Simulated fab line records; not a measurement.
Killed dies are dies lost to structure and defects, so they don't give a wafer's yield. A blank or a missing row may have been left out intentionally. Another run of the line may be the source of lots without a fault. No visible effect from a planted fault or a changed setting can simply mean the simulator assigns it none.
Struck lot and sound lot, side by side :: flow sky130 :: 22 out of 708 route steps
Sound: wafers L762.1, L762.2, L762.4. Struck: wafers L774.1, L774.3, L774.6. The cause comes at the end.
For every step that has rows: the tool of each side, followed by ch and its chambers, followed by its first start. Under that, the readings that differ: sound wafers :: struck wafers :: difference of the means :: sigmas: that difference in standard deviations of wafers without a fault.
alike: readings with means less than 2 such deviations apart, plus words and numbers identical on both sides. not compared: withheld readings, readings lacking a value on some wafer, bounds such as >300 that could conceal the same value, and numbers that have no deviation in the record and whose values overlap.
The two part at a step that has a row with sigmas, a row that says differs or no value, or rows on one side only. Numbers that have no deviation but don't overlap get no sigmas and don't part them. Lack of a reading on every wafer of one side parts them only where that side has two or more wafers.

first, 5 steps without rows for these wafers: SKY_LDD_P_COAT_02 (resist thk 1140 nm); SKY_LDD_P_SOFTBAKE_03 (time 60 s); SKY_LDD_P_EXPOSE_04 (exposes mask PSDM, target cd 380 nm); SKY_LDD_P_PEB_05; SKY_LDD_P_DEVELOP_06 (develop time 62.21 s).
SKY_LDD_P_CD_MEAS_07: the cd target is 380 nm.
  sound: cd_sem-02 at day 20 07:22; struck: cd_sem-01 at day 24 17:55
reading: cd_nm (nm)
sound: 374.8 378.0 378.1
struck: 383.5 382.2 381.9
difference: +5.6
sigmas: +3
SKY_LDD_P_OVL_MEAS_08:
  sound: overlay-01 at day 20 07:29; struck: overlay-02 at day 24 18:02
  alike: LDD_P_OVL
next, for these wafers, 1 step has no rows: SKY_LDD_P_IMPLANT_09.
SKY_LDD_P_STRIP_10: strips in O2/N2.
  sound on plasma_asher-04 ch 0,1, day 20 07:40; struck on plasma_asher-04 ch 1, day 24 18:13
  alike: drypump_motor_current_A, o2_flow_sccm, oes_product_au, strip_time_to_endpoint_s
  not compared: rf_hours_counter_h
SKY_LDD_P_TW_MEAS_11:
  sound: film_metro-02 at day 20 07:46; struck: film_metro-01 at day 24 18:19
  alike: LDD_P_TW
then, 2 steps without rows for these wafers: SKY_LDD_HVN_DEHYDRATE_00 (time 60 s); SKY_LDD_HVN_HMDS_01 (prime time 60 s).
SKY_LDD_HVN_COAT_02: resist thk 300 nm.
  sound on litho_track-03 ch 0, day 21 00:04; struck on litho_track-04 ch 0, day 25 09:19
reading: model.NOVOLAK_of_LDD_HVN_COAT_02.thk_nm (nm)
sound: 302.2 302.2 301.6
struck: 178.7 178.3 178.6
difference: -123.5
sigmas: 
then, 3 steps without rows for these wafers: SKY_LDD_HVN_SOFTBAKE_03 (time 60 s); SKY_LDD_HVN_EXPOSE_04 (exposes mask HVNTM, target cd 700 nm); SKY_LDD_HVN_PEB_05.
SKY_LDD_HVN_DEVELOP_06: develop time 60 s.
  sound on litho_track-01 ch 0, day 21 14:56; struck on litho_track-04 ch 0, day 26 00:16
reading: model.NOVOLAK_of_LDD_HVN_COAT_02.thk_nm (nm)
sound: 301.8 301.8 301.2
struck: 178.2 177.8 178.1
difference: -123.6
sigmas: 
SKY_LDD_HVN_OVL_MEAS_07:
  sound: overlay-02 at day 21 15:05; struck: overlay-02 at day 26 00:25
  alike: LDD_HVN_OVL
next, for these wafers, 1 step has no rows: SKY_LDD_HVN_IMPLANT_08.
SKY_LDD_HVN_STRIP_09: strips in O2/N2.
  sound on plasma_asher-01 ch 0,1, day 21 15:17; struck on plasma_asher-01 ch 0, day 26 00:36
reading: oes_product_au (a.u.)
sound: 0.416 0.412 0.403
struck: 0.349 0.341 0.348
difference: -0.064
sigmas: -13

reading: strip_time_to_endpoint_s (s)
sound: 4.177 4.155 4.167
struck: 2.526 2.505 2.521
difference: -1.649
sigmas: -99 or more
  alike: drypump_motor_current_A, o2_flow_sccm
  not compared: rf_hours_counter_h
SKY_LDD_HVN_TW_MEAS_10:
  sound: film_metro-01 at day 21 15:23; struck: film_metro-01 at day 26 00:42
  alike: LDD_HVN_TW
next, for these wafers, 1 step has no rows: SKY_PAD_OPEN_PROBE_99.

== WHERE THEY PART ==
First at SKY_LDD_P_CD_MEAS_07; last, within this record, at SKY_LDD_HVN_STRIP_09. Later steps at which nothing parts them and some readings are alike: SKY_LDD_HVN_TW_MEAS_10.

WHY: what had been put in by the simulator
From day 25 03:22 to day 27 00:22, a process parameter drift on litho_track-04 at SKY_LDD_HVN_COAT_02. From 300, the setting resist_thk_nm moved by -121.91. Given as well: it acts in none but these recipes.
